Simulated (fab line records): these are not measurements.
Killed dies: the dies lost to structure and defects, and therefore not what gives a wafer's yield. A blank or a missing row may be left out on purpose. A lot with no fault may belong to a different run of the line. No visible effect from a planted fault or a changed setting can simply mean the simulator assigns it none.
A struck lot beside a sound one || flow sky130 || 16 steps out of a route of 708
Sound: wafers L777.2, L777.4, L777.5. Wafers L779.2, L779.3, L779.5 were the ones struck. Last of all comes the cause.
At each step with rows: each side's tool, then ch and its chambers, then its first start. Under that, the readings that differ: sound wafers || struck wafers || difference of the means || sigmas: that difference in standard deviations of wafers without a fault.
alike: words and numbers the same on both sides, and readings whose means are apart by under 2 such deviations; not compared: readings that were withheld, readings missing a value for some wafer, numbers with overlapping values and no deviation given by the record, and bounds like >300 which may hide the same value.
Wherever a step has rows on one side only, a row that says differs or no value, or a row with sigmas, the two part there. When numbers do not overlap yet have no deviation, they are printed without sigmas and do not part them. A reading missing from all wafers of one side parts the sides only when that side holds two or more wafers.

first, 5 steps without rows for these wafers: SKY_SONOS_TUNNEL_COAT_02 (resist thk 1140 nm); SKY_SONOS_TUNNEL_SOFTBAKE_03 (time 60 s); SKY_SONOS_TUNNEL_EXPOSE_04 (exposes mask TUNM, target cd 410 nm); SKY_SONOS_TUNNEL_PEB_05; SKY_SONOS_TUNNEL_DEVELOP_06 (develop time 60 s).
SKY_SONOS_TUNNEL_CD_MEAS_07: target cd 410 nm.
  struck on cd sem-02, day 12 18:04; sound on cd sem-02, day 11 14:02
  alike: cd nm
SKY_SONOS_TUNNEL_OVL_MEAS_08:
  struck on overlay-01, day 12 18:11; sound on overlay-02, day 11 14:09
  alike: SONOS_TUNNEL_OVL
then, 3 steps without rows for these wafers: SKY_SONOS_TUNNEL_IMPLANT_09; SKY_SONOS_TUNNEL_WET_ETCH_10 (etches SiO2 in dHF, target depth 14 nm, time 280 s); SKY_SONOS_TUNNEL_STRIP_11 (strips in SPM, time 600 s).
SKY_SONOS_TUNNEL_TW_MEAS_12:
  struck on film metro-03, day 12 18:39; sound on film metro-04, day 11 14:36
  alike: SONOS_TUNNEL_TW
then, 1 step without rows for these wafers: SKY_SONOS_TUNNEL_CLEAN_13 (cleans in dHF, time 20 s).
SKY_SONOS_ONO_OXIDATION_00: stabilise 600 s, purge 300 s, target thk 2.6 nm.
  sound on furnace-01 ch 0, day 11 15:03; struck on furnace-01 ch 0, day 12 19:44
{"reading": "spike tc bottom C (C)", "sound": "816.9 818.2 816.7", "struck": "787.0 789.4 787.8", "difference": -29.2, "sigmas": -13}
{"reading": "spike tc centre C (C)", "sound": "798.2 798.1 799.7", "struck": "771.1 769.3 770.4", "difference": -28.4, "sigmas": -22}
{"reading": "spike tc lower C (C)", "sound": "803.2 799.3 798.7", "struck": "769.4 769.5 769.6", "difference": -30.9, "sigmas": -19}
{"reading": "spike tc top C (C)", "sound": "816 817 817", "struck": "787 787 788", "difference": -29, "sigmas": -7}
{"reading": "spike tc upper C (C)", "sound": "800.3 797.7 798.2", "struck": "769.2 770.1 770.2", "difference": -28.9, "sigmas": -24}
{"reading": "tube center temp C (C)", "sound": "799.98 800.03 799.9", "struck": "770.46 770.34 770.52", "difference": -29.53, "sigmas": "-99 or more"}
{"reading": "tube_center_temp_C_max", "sound": "801.9 802.1 802.1", "struck": "772.7 772.4 772.4", "difference": -29.5, "sigmas": -89}
{"reading": "model.SiO2_of_SONOS_ONO_OXIDATION_00.thk nm (nm)", "sound": "2.543 2.533 2.526", "struck": "1.628 1.611 1.669", "difference": -0.898, "sigmas": ""}
SKY_SONOS_ONO_THK_MEAS_01:
  struck on film metro-01, day 12 21:05; sound on film metro-04, day 11 16:24
{"reading": "SONOS_ONO_OXIDATION_THK (nm)", "sound": "2.55 2.56 2.53", "struck": "1.61 1.55 1.67", "difference": -0.94, "sigmas": -17}
then, 1 step without rows for these wafers: SKY_SONOS_ONO_CVD_02 (deposits Si3N4 from DCS/NH3, target thk 10.5 nm, time 180 s).
-- record jumps: 34 days separate the struck wafers' starts on either side; left off in module SONOS_ONO, taken up again in module PAD_OPEN, whose first shown step is the route's number 708 --
SKY_PAD_OPEN_PROBE_99:
  struck on prober-01, day 46 17:36; sound on prober-01, day 46 02:32
{"reading": "model.etest.cap ono.gate log10 a cm2", "sound": "-7.863 -7.677 -7.818", "struck": "-7.159 -6.97 -7.051", "difference": "+0.726", "sigmas": ""}
{"reading": "model.etest.cap ono.gate bv v (V)", "sound": "16.32 16.18 16.28", "struck": "15.53 15.93 15.69", "difference": -0.54, "sigmas": ""}
{"reading": "model.etest.cap ono.tox acc nm (nm)", "sound": "12.86 12.59 12.76", "struck": "12.21 12.17 12.23", "difference": -0.53, "sigmas": ""}
{"reading": "model.etest.pfet g5v0d10v5.off log10 a um", "sound": "-12.57 -12.5 -12.87", "struck": "-11.77 -11.61 -11.7", "difference": "+0.95", "sigmas": ""}
{"reading": "model.etest.sonos erased.vt v (V)", "sound": "-2.337 -2.427 -2.356", "struck": "-2.637 -2.579 -2.599", "difference": -0.232, "sigmas": ""}
{"reading": "model.etest.sonos baked.vt less v (V)", "sound": "-0.5371 -0.5011 -0.5077", "struck": "-0.7909 -0.8619 -0.8361", "difference": -0.3143, "sigmas": ""}
  alike: killed_at_M0_to_M3, killed_at_M4_up, killed at contacts, killed at front end, killed at other, killed dies, killed on rim, killed open, killed short
  not compared: model.etest.sonos erased.drive ua um, model.etest.sonos uncharged.r on ohm um

## WHERE THEY PART
Last at SKY_SONOS_ONO_THK_MEAS_01 as far as this record goes, first at SKY_SONOS_ONO_OXIDATION_00. Later steps at which nothing parts them and some readings are alike: SKY_PAD_OPEN_PROBE_99.

WHY: whatever the simulator had introduced
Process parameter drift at SKY_SONOS_ONO_OXIDATION_00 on furnace-01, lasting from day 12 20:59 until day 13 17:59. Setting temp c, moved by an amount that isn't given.
